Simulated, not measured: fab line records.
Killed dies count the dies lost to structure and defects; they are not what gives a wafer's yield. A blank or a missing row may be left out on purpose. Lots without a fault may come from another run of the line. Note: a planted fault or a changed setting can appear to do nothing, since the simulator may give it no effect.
A single fault, viewed from 2 desks | flow gf180mcu | every desk sees just its own numbers, and what lay behind them comes last

AT THE METROLOGY DESK
Means of the sampled wafers that have a number, per lot and without regard to the tool the lot ran on: this is what the gauges read. Marked OUT: a lot whose mean sits more than 4 standard deviations from the usual mean, which makes it out of limits; the brackets give that distance.
Columns: A = HV_LDD_3_TW at GF_HV_LDD_TW_MEAS_38, usual 1426; B = HV_LDD_RS at GF_HV_LDD_RS_MEAS_53, usual 418.6 ohm/sq; C = M3_ALCU_THK at GF_M3_THK_MEAS_06, usual 453 nm; D = M4_ALCU_THK at GF_M4_THK_MEAS_06, usual 449 nm
lot  | first seen here | A              | B               | C   | D
L377 | day 12 01:20    | 1423           | 418.7           | 455 | 449
L379 | day 12 14:11    | 1436           | 418.2           | 457 | 454
L380 | day 12 21:23    | 1413           | 419.2           | 456 | 450
L381 | day 13 08:58    | 1433           | 418.2           | 451 | 449
L384 | day 14 04:18    | 1429           | 419.7           | 455 | 450
L385 | day 14 08:47    | 1427           | 416.9           | 460 | 450
L386 | day 14 15:58    | 1425           | 418.7           | 461 | 448
L390 | day 16 04:42    | 1684 (+29) OUT | 368.3 (-50) OUT | 451 | 454
L391 | day 16 10:47    | 1430           | 416.9           | 457 | 453
L392 | day 16 20:56    | 1696 (+30) OUT | 369.6 (-49) OUT | 451 | 447
L394 | day 17 08:07    | 1706 (+31) OUT | 370.3 (-48) OUT | 447 | 441
L397 | day 18 13:28    | 1418           | 420.7           | 455 | 444
L399 | day 18 20:28    | 1416           | 418.9           | 453 | 452
This desk's result: L390, L392, L394 out of limits, first on L390 (HV_LDD_3_TW at GF_HV_LDD_TW_MEAS_38), day 16 04:42. L377, L379, L380, L381, L384, L385, L386, L391, L397, L399 stayed within limits.

THE TOOL OWNER'S DESK: implanter-02
GF_HV_LDD_IMPLANT_36, tool's own readings: per-lot mean of the sampled wafers with a number, covering each lot this tool ran. Marked OUT: a lot whose mean sits more than 4 standard deviations from the usual mean, which makes it out of limits; the brackets give that distance.
Columns: A = dose ions cm2 at GF_HV_LDD_IMPLANT_36, usual 7.499e+12; B = faraday current uA at GF_HV_LDD_IMPLANT_36, usual 42.3
lot  | first seen here | A                           | B
L380 | day 12 21:08    | 7.498e+12                   | 41.6
L381 | day 13 08:44    | 7.492e+12                   | 42.7
L385 | day 14 08:32    | 7.494e+12                   | 41.4
L390 | day 16 04:28    | 2.902e+13 (+99 or more) OUT | 166.7 (+99 or more) OUT
L392 | day 16 20:41    | 2.904e+13 (+99 or more) OUT | 162.8 (+99 or more) OUT
L394 | day 17 07:53    | 2.903e+13 (+99 or more) OUT | 164.3 (+99 or more) OUT
This desk's verdict: out of limits on L390, L392, L394, starting with L390 at day 16 04:28 (dose ions cm2 at GF_HV_LDD_IMPLANT_36). L380, L381, L385 stayed within limits.

ALL TOGETHER
The tool owner's desk could have raised an alarm at day 16 04:28, on L390, L392, L394.
L390, L392, L394 would have let the metrology desk raise an alarm at day 16 04:42.
The lots listed all ran GF_HV_LDD_IMPLANT_36 on implanter-02.

WHAT THE SIMULATOR HAD PUT IN
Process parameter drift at GF_HV_LDD_IMPLANT_36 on implanter-02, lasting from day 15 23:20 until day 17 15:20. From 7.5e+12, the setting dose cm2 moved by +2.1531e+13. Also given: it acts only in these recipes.
Shown lots that were struck: L390, L392, L394.
Hours from the fault's start to each desk's first reading out of limits: the tool owner's desk, 5; the metrology desk, 5.
